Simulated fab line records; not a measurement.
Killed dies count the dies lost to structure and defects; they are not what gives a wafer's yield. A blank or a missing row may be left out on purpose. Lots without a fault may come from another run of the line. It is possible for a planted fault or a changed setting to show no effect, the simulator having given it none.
Struck lot and sound lot, side by side / flow sky130 / 17 out of 708 route steps
Sound: the wafers L323.1, L323.3, L323.5. Wafers L316.1, L316.2, L316.4 were the ones struck. The cause is given at the end.
Order at every step that has rows: each side's tool, ch and its chambers, its first start. Under that, the readings that differ: sound wafers / struck wafers / difference of the means / sigmas: that difference in standard deviations of wafers without a fault.
alike: a reading whose means differ by less than 2 such deviations, as well as words and numbers matching on both sides. not compared: withheld readings; readings where some wafer has no value; bounds like >300 that might hide an equal value; numbers whose values overlap and for which the record gives no deviation.
Wherever a step has rows on one side only, a row that says differs or no value, or a row with sigmas, the two part there. Numbers that don't overlap but have no deviation are shown without sigmas and don't part them. Lack of a reading on every wafer of one side parts them only where that side has two or more wafers.

first, 5 steps without rows for these wafers: SKY_SD_N_COAT_02 (resist thk 1140 nm); SKY_SD_N_SOFTBAKE_03 (time 60 s); SKY_SD_N_EXPOSE_04 (exposes mask NSDM, target cd 380 nm); SKY_SD_N_PEB_05; SKY_SD_N_DEVELOP_06 (develop time 60 s).
SKY_SD_N_CD_MEAS_07: target cd 380 nm.
  struck on cd_sem-02, day 31 10:23; sound on cd_sem-02, day 33 18:23
  alike: cd_nm
SKY_SD_N_OVL_MEAS_08:
  struck on overlay-02, day 31 10:31; sound on overlay-02, day 33 18:31
  alike: SD_N_OVL
then, 2 steps without rows for these wafers: SKY_SD_N_IMPLANT_09; SKY_SD_N_IMPLANT_10.
SKY_SD_N_STRIP_11: strips in O2/N2.
  sound on plasma_asher-02 ch 0,1, day 33 18:51; struck on plasma_asher-02 ch 0,1, day 31 10:50
  alike: drypump_motor_current_A, oes_product_au, strip_time_to_endpoint_s
  not compared: rf_hours_counter_h
SKY_SD_N_TW_MEAS_12:
  struck on film_metro-03, day 31 10:56; sound on film_metro-02, day 33 18:57
reading=SD_N_TW; sound=3918 3938 3924; struck=3987 3974 3988; difference=+56; sigmas=+2
then, 1 step without rows for these wafers: SKY_SD_N_CLEAN_13 (cleans in SC1/SC2, time 150 s).
SKY_SD_N_RTA_14: time 2 s.
  sound on rtp_anneal-01 ch 0, day 33 19:04; struck on rtp_anneal-02 ch 0, day 31 11:04
reading=lamp_power_pct (%); sound=15.73 15.75 15.76; struck=14.35 14.43 14.41; difference=-1.35; sigmas=-26
  alike: anneal_temp_c_max, wafer_temp_C_max
SKY_SD_N_RS_MEAS_16: the measuring method here is four-point-probe.
  struck on film_metro-04, day 31 11:14; sound on film_metro-04, day 33 19:14
reading=SD_N_RS (ohm/sq); sound=69.09 69.12 69.30; struck=75.30 75.30 75.28; difference=+6.12; sigmas=+36
SKY_SD_N_RS_MEAS_17: the measuring method here is four-point-probe.
  struck on film_metro-04, day 31 11:21; sound on film_metro-04, day 33 19:22
reading=SD_P_RS (ohm/sq); sound=147.0 147.0 146.7; struck=184.4 183.8 184.4; difference=+37.3; sigmas=+79
SKY_SD_N_RS_MEAS_18: the measuring method here is four-point-probe.
  struck on film_metro-04, day 31 11:28; sound on film_metro-04, day 33 19:29
reading=RES_XHIGH_RS (ohm/sq); sound=332.5 332.7 333.6; struck=336.2 336.0 334.8; difference=+2.7; sigmas=+2
-- a jump in the record: the struck wafers' starts before and after are 17 days apart (it breaks off in module SD_N and resumes in module PAD_OPEN, where the first step shown is number 708 of the route) --
SKY_PAD_OPEN_PROBE_99:
  struck on prober-01, day 48 12:27; sound on prober-02, day 49 23:59
reading=model.etest.res_xhigh_po.line_ohm_um; sound=5758 5740 5629; struck=8602 8526 8939; difference=+2980; sigmas=
reading=model.etest.res_xhigh_po.rs_ohm_sq; sound=1993 1982 1979; struck=2979 2958 3056; difference=+1013; sigmas=
reading=model.etest.tip_p.rs_ohm_sq; sound=6929 6894 6917; struck=7405 7444 7390; difference=+500; sigmas=
reading=model.etest.pfet_01v8.r_on_ohm_um; sound=2882 2912 2922; struck=3444 3341 3319; difference=+463; sigmas=
reading=model.etest.res_pdiff.line_ohm_um; sound=1351 1350 1344; struck=1744 1695 1762; difference=+385; sigmas=
reading=model.etest.res_high_po.line_ohm_um; sound=764.1 757.9 729.8; struck=1054 1052 1082; difference=+312; sigmas=
reading=model.etest.licon_high_po.rc_ohm; sound=364.2 339.1 353; struck=660.6 624.3 639.5; difference=+289.4; sigmas=
  alike: killed_at_M0_to_M3, killed_at_M4_up, killed_at_contacts, killed_at_front_end, killed_at_other, killed_dies, killed_on_rim, killed_open, killed_short
  not compared: model.etest.pfet_g5v0d10v5.r_on_ohm_um

== WHERE THEY PART ==
Last at SKY_SD_N_RS_MEAS_18 as far as this record goes, first at SKY_SD_N_TW_MEAS_12. Later steps at which nothing parts them and some readings are alike: SKY_PAD_OPEN_PROBE_99.

WHY: what had been put in by the simulator
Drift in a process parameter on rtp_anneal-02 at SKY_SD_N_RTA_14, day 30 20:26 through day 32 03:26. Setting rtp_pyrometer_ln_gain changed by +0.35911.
